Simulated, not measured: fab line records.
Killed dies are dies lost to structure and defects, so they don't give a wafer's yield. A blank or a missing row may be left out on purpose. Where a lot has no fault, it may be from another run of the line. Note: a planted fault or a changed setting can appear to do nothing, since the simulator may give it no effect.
What tool caused it? :: flow sky130 :: 35 wafers from 12 lots sampled at 6 of the route's 708 steps

## WHAT THE GAUGES READ, wafer by wafer
Not one reading of a measure or inspect step in the record can be checked against a usual standard deviation.

## WHAT TOOL EACH LOT RAN ON (gives the tool, then ch and the chambers of the sampled wafers, and finally the start)
lot: L903
SKY_POLY_CUT_ETCH_10: rieDiel-02 ch 0,3, day 24 18:34
SKY_LI_CONTACT_CMP_02: cmp-02 ch 1,2, day 28 10:23
SKY_LI_CONTACT_ETCH_15: rieDiel-02 ch 0,2,3, day 29 15:15
SKY_LI_CONTACT_SPUTTER_20: pvdSputter-01, day 29 15:43
SKY_LI_CONTACT_CVD_21: cvdW-01 ch 1, day 29 15:47
SKY_PAD_OPEN_PROBE_99: -

lot: L904
SKY_POLY_CUT_ETCH_10: rieDiel-01 ch 1,3, day 25 08:20
SKY_LI_CONTACT_CMP_02: cmp-01 ch 1,2,3, day 28 23:50
SKY_LI_CONTACT_ETCH_15: rieDiel-01 ch 0,1,3, day 30 03:48
SKY_LI_CONTACT_SPUTTER_20: pvdSputter-02, day 30 04:16
SKY_LI_CONTACT_CVD_21: cvdW-02 ch 0,1, day 30 04:19
SKY_PAD_OPEN_PROBE_99: -

lot: L905
SKY_POLY_CUT_ETCH_10: rieDiel-01 ch 0,2,3, day 25 14:49
SKY_LI_CONTACT_CMP_02: cmp-02 ch 1,2,3, day 29 06:41
SKY_LI_CONTACT_ETCH_15: rieDiel-02 ch 0,1,3, day 30 11:17
SKY_LI_CONTACT_SPUTTER_20: pvdSputter-02, day 30 11:46
SKY_LI_CONTACT_CVD_21: cvdW-02 ch 0,1, day 30 11:50
SKY_PAD_OPEN_PROBE_99: -

lot: L906
SKY_POLY_CUT_ETCH_10: rieDiel-01 ch 1,2,3, day 26 01:01
SKY_LI_CONTACT_CMP_02: cmp-02 ch 1,2,3, day 29 16:53
SKY_LI_CONTACT_ETCH_15: rieDiel-03 ch 1,2,3, day 30 20:45
SKY_LI_CONTACT_SPUTTER_20: pvdSputter-01, day 30 21:13
SKY_LI_CONTACT_CVD_21: cvdW-02 ch 0,1, day 30 21:16
SKY_PAD_OPEN_PROBE_99: -

lot: L907
SKY_POLY_CUT_ETCH_10: rieDiel-04 ch 0,2,3, day 26 09:08
SKY_LI_CONTACT_CMP_02: cmp-01 ch 0,1,2, day 29 23:49
SKY_LI_CONTACT_ETCH_15: rieDiel-02 ch 1,3, day 31 04:06
SKY_LI_CONTACT_SPUTTER_20: pvdSputter-04, day 31 04:34
SKY_LI_CONTACT_CVD_21: cvdW-01 ch 0,1, day 31 04:37
SKY_PAD_OPEN_PROBE_99: -

lot: L910
SKY_POLY_CUT_ETCH_10: rieDiel-04 ch 1,3, day 27 07:10
SKY_LI_CONTACT_CMP_02: cmp-01 ch 1,2, day 30 20:47
SKY_LI_CONTACT_ETCH_15: rieDiel-02 ch 1,3, day 32 01:23
SKY_LI_CONTACT_SPUTTER_20: pvdSputter-01, day 32 01:50
SKY_LI_CONTACT_CVD_21: cvdW-01 ch 1, day 32 01:54
SKY_PAD_OPEN_PROBE_99: prober-01, day 47 22:02

lot: L911
SKY_POLY_CUT_ETCH_10: rieDiel-01 ch 2,3, day 27 16:19
SKY_LI_CONTACT_CMP_02: cmp-01 ch 0,2,3, day 31 06:56
SKY_LI_CONTACT_ETCH_15: rieDiel-03 ch 0,2,3, day 32 11:07
SKY_LI_CONTACT_SPUTTER_20: pvdSputter-02, day 32 11:34
SKY_LI_CONTACT_CVD_21: cvdW-02 ch 0,1, day 32 11:38
SKY_PAD_OPEN_PROBE_99: prober-02, day 48 01:26

lot: L912
SKY_POLY_CUT_ETCH_10: rieDiel-02 ch 1,2,3, day 28 03:43
SKY_LI_CONTACT_CMP_02: cmp-01 ch 1,2,3, day 31 16:53
SKY_LI_CONTACT_ETCH_15: rieDiel-03 ch 0,1, day 32 21:00
SKY_LI_CONTACT_SPUTTER_20: pvdSputter-02, day 32 21:40
SKY_LI_CONTACT_CVD_21: cvdW-02 ch 0,1, day 32 21:43
SKY_PAD_OPEN_PROBE_99: prober-01, day 48 08:36

lot: L921
SKY_POLY_CUT_ETCH_10: rieDiel-01 ch 0,1,2, day 30 22:32
SKY_LI_CONTACT_CMP_02: cmp-02 ch 0,1,3, day 34 07:13
SKY_LI_CONTACT_ETCH_15: rieDiel-03 ch 0,1,3, day 35 10:26
SKY_LI_CONTACT_SPUTTER_20: pvdSputter-04, day 35 10:53
SKY_LI_CONTACT_CVD_21: cvdW-01 ch 0,1, day 35 10:57
SKY_PAD_OPEN_PROBE_99: -

lot: L922
SKY_POLY_CUT_ETCH_10: rieDiel-01 ch 1,3, day 31 13:23
SKY_LI_CONTACT_CMP_02: cmp-01 ch 1,2,3, day 34 23:08
SKY_LI_CONTACT_ETCH_15: rieDiel-02 ch 1,2,3, day 36 01:50
SKY_LI_CONTACT_SPUTTER_20: pvdSputter-04, day 36 02:19
SKY_LI_CONTACT_CVD_21: cvdW-02 ch 0,1, day 36 02:23
SKY_PAD_OPEN_PROBE_99: -

lot: L923
SKY_POLY_CUT_ETCH_10: rieDiel-04 ch 1,3, day 31 17:13
SKY_LI_CONTACT_CMP_02: cmp-01 ch 0,2,3, day 35 01:59
SKY_LI_CONTACT_ETCH_15: rieDiel-02 ch 1,2,3, day 36 03:47
SKY_LI_CONTACT_SPUTTER_20: pvdSputter-04, day 36 04:14
SKY_LI_CONTACT_CVD_21: cvdW-02 ch 0,1, day 36 04:18
SKY_PAD_OPEN_PROBE_99: -

lot: L924
SKY_POLY_CUT_ETCH_10: rieDiel-02 ch 0,1,2, day 33 06:21
SKY_LI_CONTACT_CMP_02: cmp-01 ch 0,2,3, day 36 13:58
SKY_LI_CONTACT_ETCH_15: rieDiel-01 ch 0,1,3, day 37 16:26
SKY_LI_CONTACT_SPUTTER_20: pvdSputter-04, day 37 16:53
SKY_LI_CONTACT_CVD_21: cvdW-01 ch 0, day 37 16:57
SKY_PAD_OPEN_PROBE_99: -
- SKY_POLY_CUT_ETCH_10: etches BARC in N2/H2, stops on SiO2, time 45.9 s, target depth 60 nm.
- SKY_LI_CONTACT_CMP_02: polishes PSG.
- SKY_LI_CONTACT_ETCH_15: etches PSG in C4F8/O2/Ar, stops on Si, target depth 600 nm.
- SKY_LI_CONTACT_SPUTTER_20: material TiN, target thk 20 nm, time 80 s.
- SKY_LI_CONTACT_CVD_21: deposits W, target thk 400 nm, time 120.56 s.
- SKY_PAD_OPEN_PROBE_99

## WHAT THE TOOLS THEMSELVES READ (means of the sampled wafers that have a number; where no wafer has one, the mark that the record gives instead)
SKY_POLY_CUT_ETCH_10. Usual: drypumpMotorCurrentA 5.8 A, standard deviation 0.38; n2FlowSccm 100.1 sccm, standard deviation 0.32; oesProductAu 0.855 a.u., standard deviation 0.0043; throttleValvePct 13.225 %, standard deviation 0.0093.
lot: L903
tool: rieDiel-02
drypumpMotorCurrentA (A): 6.2
n2FlowSccm (sccm): 99.7
oesProductAu (a.u.): 0.854
throttleValvePct (%): 13.221
flag: 

lot: L904
tool: rieDiel-01
drypumpMotorCurrentA (A): 5.9
n2FlowSccm (sccm): 99.9
oesProductAu (a.u.): 0.856
throttleValvePct (%): 13.215
flag: 

lot: L905
tool: rieDiel-01
drypumpMotorCurrentA (A): 5.8
n2FlowSccm (sccm): 100.2
oesProductAu (a.u.): 0.855
throttleValvePct (%): 13.225
flag: 

lot: L906
tool: rieDiel-01
drypumpMotorCurrentA (A): 5.9
n2FlowSccm (sccm): 100.0
oesProductAu (a.u.): 0.852
throttleValvePct (%): 13.224
flag: 

lot: L907
tool: rieDiel-04
drypumpMotorCurrentA (A): 5.4
n2FlowSccm (sccm): 99.9
oesProductAu (a.u.): 0.855
throttleValvePct (%): 13.220
flag: 

lot: L910
tool: rieDiel-04
drypumpMotorCurrentA (A): 5.2
n2FlowSccm (sccm): 100.2
oesProductAu (a.u.): 0.859
throttleValvePct (%): 13.234
flag: 

lot: L911
tool: rieDiel-01
drypumpMotorCurrentA (A): 5.9
n2FlowSccm (sccm): 100.0
oesProductAu (a.u.): 0.854
throttleValvePct (%): 13.222
flag: 

lot: L912
tool: rieDiel-02
drypumpMotorCurrentA (A): 6.0
n2FlowSccm (sccm): 100.2
oesProductAu (a.u.): 0.852
throttleValvePct (%): 13.235
flag: 

lot: L921
tool: rieDiel-01
drypumpMotorCurrentA (A): 5.8
n2FlowSccm (sccm): 100.1
oesProductAu (a.u.): 0.856
throttleValvePct (%): 13.221
flag: 

lot: L922
tool: rieDiel-01
drypumpMotorCurrentA (A): 5.9
n2FlowSccm (sccm): 100.4
oesProductAu (a.u.): 0.858
throttleValvePct (%): 13.221
flag: 

lot: L923
tool: rieDiel-04
drypumpMotorCurrentA (A): 5.4
n2FlowSccm (sccm): 100.0
oesProductAu (a.u.): 0.855
throttleValvePct (%): 13.224
flag: 

lot: L924
tool: rieDiel-02
drypumpMotorCurrentA (A): 5.9
n2FlowSccm (sccm): 100.1
oesProductAu (a.u.): 0.855
throttleValvePct (%): 13.223
flag: 

SKY_LI_CONTACT_CMP_02. Usual: headPressurePsi 4.000 psi, standard deviation 0.0086; motorCurrentA 12.0 A, standard deviation 0.93; slurryFilterDpKPa 13.51 kPa, standard deviation 0.14; timeToEndpointS 34 s, standard deviation 3.1.
lot: L903
tool: cmp-02
headPressurePsi (psi): 4.005
motorCurrentA (A): 12.3
slurryFilterDpKPa (kPa): 13.47
timeToEndpointS (s): 32
flag: 

lot: L904
tool: cmp-01
headPressurePsi (psi): 4.004
motorCurrentA (A): 12.6
slurryFilterDpKPa (kPa): 13.64
timeToEndpointS (s): 38
flag: 

lot: L905
tool: cmp-02
headPressurePsi (psi): 3.996
motorCurrentA (A): 12.2
slurryFilterDpKPa (kPa): 13.54
timeToEndpointS (s): 33
flag: 

lot: L906
tool: cmp-02
headPressurePsi (psi): 3.996
motorCurrentA (A): 12.1
slurryFilterDpKPa (kPa): 13.56
timeToEndpointS (s): 32
flag: 

lot: L907
tool: cmp-01
headPressurePsi (psi): 4.002
motorCurrentA (A): 12.7
slurryFilterDpKPa (kPa): 13.59
timeToEndpointS (s): 34
flag: 

lot: L910
tool: cmp-01
headPressurePsi (psi): 4.003
motorCurrentA (A): 13.2
slurryFilterDpKPa (kPa): 13.52
timeToEndpointS (s): 38
flag: 

lot: L911
tool: cmp-01
headPressurePsi (psi): 3.992
motorCurrentA (A): 11.7
slurryFilterDpKPa (kPa): 13.39
timeToEndpointS (s): 34
flag: 

lot: L912
tool: cmp-01
headPressurePsi (psi): 3.995
motorCurrentA (A): 11.9
slurryFilterDpKPa (kPa): 13.43
timeToEndpointS (s): 32
flag: 

lot: L921
tool: cmp-02
headPressurePsi (psi): 4.000
motorCurrentA (A): 11.1
slurryFilterDpKPa (kPa): 13.36
timeToEndpointS (s): 33
flag: 

lot: L922
tool: cmp-01
headPressurePsi (psi): 4.000
motorCurrentA (A): 12.7
slurryFilterDpKPa (kPa): 13.53
timeToEndpointS (s): 33
flag: 

lot: L923
tool: cmp-01
headPressurePsi (psi): 3.999
motorCurrentA (A): 11.9
slurryFilterDpKPa (kPa): 13.52
timeToEndpointS (s): 32
flag: 

lot: L924
tool: cmp-01
headPressurePsi (psi): 3.995
motorCurrentA (A): 11.6
slurryFilterDpKPa (kPa): 13.40
timeToEndpointS (s): 33
flag: 

SKY_LI_CONTACT_ETCH_15. Usual: oesProductAu 0.838 a.u., standard deviation 0.0046.
lot: L903
tool: rieDiel-02
oesProductAu (a.u.): 0.842
flag: 

lot: L904
tool: rieDiel-01
oesProductAu (a.u.): 0.840
flag: 

lot: L905
tool: rieDiel-02
oesProductAu (a.u.): 0.837
flag: 

lot: L906
tool: rieDiel-03
oesProductAu (a.u.): 0.836
flag: 

lot: L907
tool: rieDiel-02
oesProductAu (a.u.): 0.835
flag: 

lot: L910
tool: rieDiel-02
oesProductAu (a.u.): 0.818
flag: OFF

lot: L911
tool: rieDiel-03
oesProductAu (a.u.): 0.823
flag: OFF

lot: L912
tool: rieDiel-03
oesProductAu (a.u.): 0.823
flag: OFF

lot: L921
tool: rieDiel-03
oesProductAu (a.u.): 0.840
flag: 

lot: L922
tool: rieDiel-02
oesProductAu (a.u.): 0.834
flag: 

lot: L923
tool: rieDiel-02
oesProductAu (a.u.): 0.837
flag: 

lot: L924
tool: rieDiel-01
oesProductAu (a.u.): 0.836
flag: 

SKY_LI_CONTACT_SPUTTER_20. Usual: throttleValvePct 29.9 %, standard deviation 1.1.
lot: L903
tool: pvdSputter-01
throttleValvePct (%): 30.9
flag: 

lot: L904
tool: pvdSputter-02
throttleValvePct (%): 29.4
flag: 

lot: L905
tool: pvdSputter-02
throttleValvePct (%): 29.4
flag: 

lot: L906
tool: pvdSputter-01
throttleValvePct (%): 30.7
flag: 

lot: L907
tool: pvdSputter-04
throttleValvePct (%): 29.7
flag: 

lot: L910
tool: pvdSputter-01
throttleValvePct (%): 31.2
flag: 

lot: L911
tool: pvdSputter-02
throttleValvePct (%): 28.4
flag: 

lot: L912
tool: pvdSputter-02
throttleValvePct (%): 29.2
flag: 

lot: L921
tool: pvdSputter-04
throttleValvePct (%): 30.5
flag: 

lot: L922
tool: pvdSputter-04
throttleValvePct (%): 29.8
flag: 

lot: L923
tool: pvdSputter-04
throttleValvePct (%): 30.6
flag: 

lot: L924
tool: pvdSputter-04
throttleValvePct (%): 29.7
flag: 

SKY_LI_CONTACT_CVD_21. Usual: heaterPowerW 834 W, standard deviation 48.
lot: L903
tool: cvdW-01
heaterPowerW (W): 857
flag: 

lot: L904
tool: cvdW-02
heaterPowerW (W): 854
flag: 

lot: L905
tool: cvdW-02
heaterPowerW (W): 854
flag: 

lot: L906
tool: cvdW-02
heaterPowerW (W): 843
flag: 

lot: L907
tool: cvdW-01
heaterPowerW (W): 780
flag: 

lot: L910
tool: cvdW-01
heaterPowerW (W): 873
flag: 

lot: L911
tool: cvdW-02
heaterPowerW (W): 876
flag: 

lot: L912
tool: cvdW-02
heaterPowerW (W): 869
flag: 

lot: L921
tool: cvdW-01
heaterPowerW (W): 842
flag: 

lot: L922
tool: cvdW-02
heaterPowerW (W): 864
flag: 

lot: L923
tool: cvdW-02
heaterPowerW (W): 871
flag: 

lot: L924
tool: cvdW-01
heaterPowerW (W): 777
flag: 

SKY_PAD_OPEN_PROBE_99. Usual: killed_at_M0_to_M3 43, standard deviation 6.5; killed_at_M4_up 3.1, standard deviation 1.8; killedAtContacts 24, standard deviation 5.6; killedAtFrontEnd 15, standard deviation 4.2; killedAtOther 0.3, standard deviation 0.5; killedDies 86, standard deviation 8.9; killedOpen 47, standard deviation 6.9; killedShort 39, standard deviation 5.9.
lot: L910
tool: prober-01
killed_at_M0_to_M3: 43
killed_at_M4_up: 4.0
killedAtContacts: 18
killedAtFrontEnd: 14
killedAtOther: 0.0
killedDies: 79
killedOpen: 38
killedShort: 41
flag: 

lot: L911
tool: prober-02
killed_at_M0_to_M3: 49
killed_at_M4_up: 2.3
killedAtContacts: 29
killedAtFrontEnd: 13
killedAtOther: 1.0
killedDies: 94
killedOpen: 53
killedShort: 41
flag: 

lot: L912
tool: prober-01
killed_at_M0_to_M3: 45
killed_at_M4_up: 6.0
killedAtContacts: 24
killedAtFrontEnd: 18
killedAtOther: 0.0
killedDies: 93
killedOpen: 49
killedShort: 44
flag: 

## THE ANSWER, worked out from the rows above alone
Rule: take the mean of a lot's wafers that have a number; if it is more than 3 standard deviations from the usual mean, the lot is off. Also off: a lot with no number at a reading for which 4 or more lots have one. All remaining lots with rows at the step are treated as sound. Order of review: gauges by route order, followed by the tools' own readings, for which a lot's mean as printed above is used. At the first step where some lot is off, the reading lying furthest off is the one used; lots without a number count as furthest.
Off: L910, L911, L912, at SKY_LI_CONTACT_ETCH_15 (oesProductAu).
A tool fits if, at that step or a process step before it, it ran every lot that is off, and no sound lot after the first of them. Not one of the candidates tried fits.

## WHAT HAD BEEN PUT IN BY THE SIMULATOR
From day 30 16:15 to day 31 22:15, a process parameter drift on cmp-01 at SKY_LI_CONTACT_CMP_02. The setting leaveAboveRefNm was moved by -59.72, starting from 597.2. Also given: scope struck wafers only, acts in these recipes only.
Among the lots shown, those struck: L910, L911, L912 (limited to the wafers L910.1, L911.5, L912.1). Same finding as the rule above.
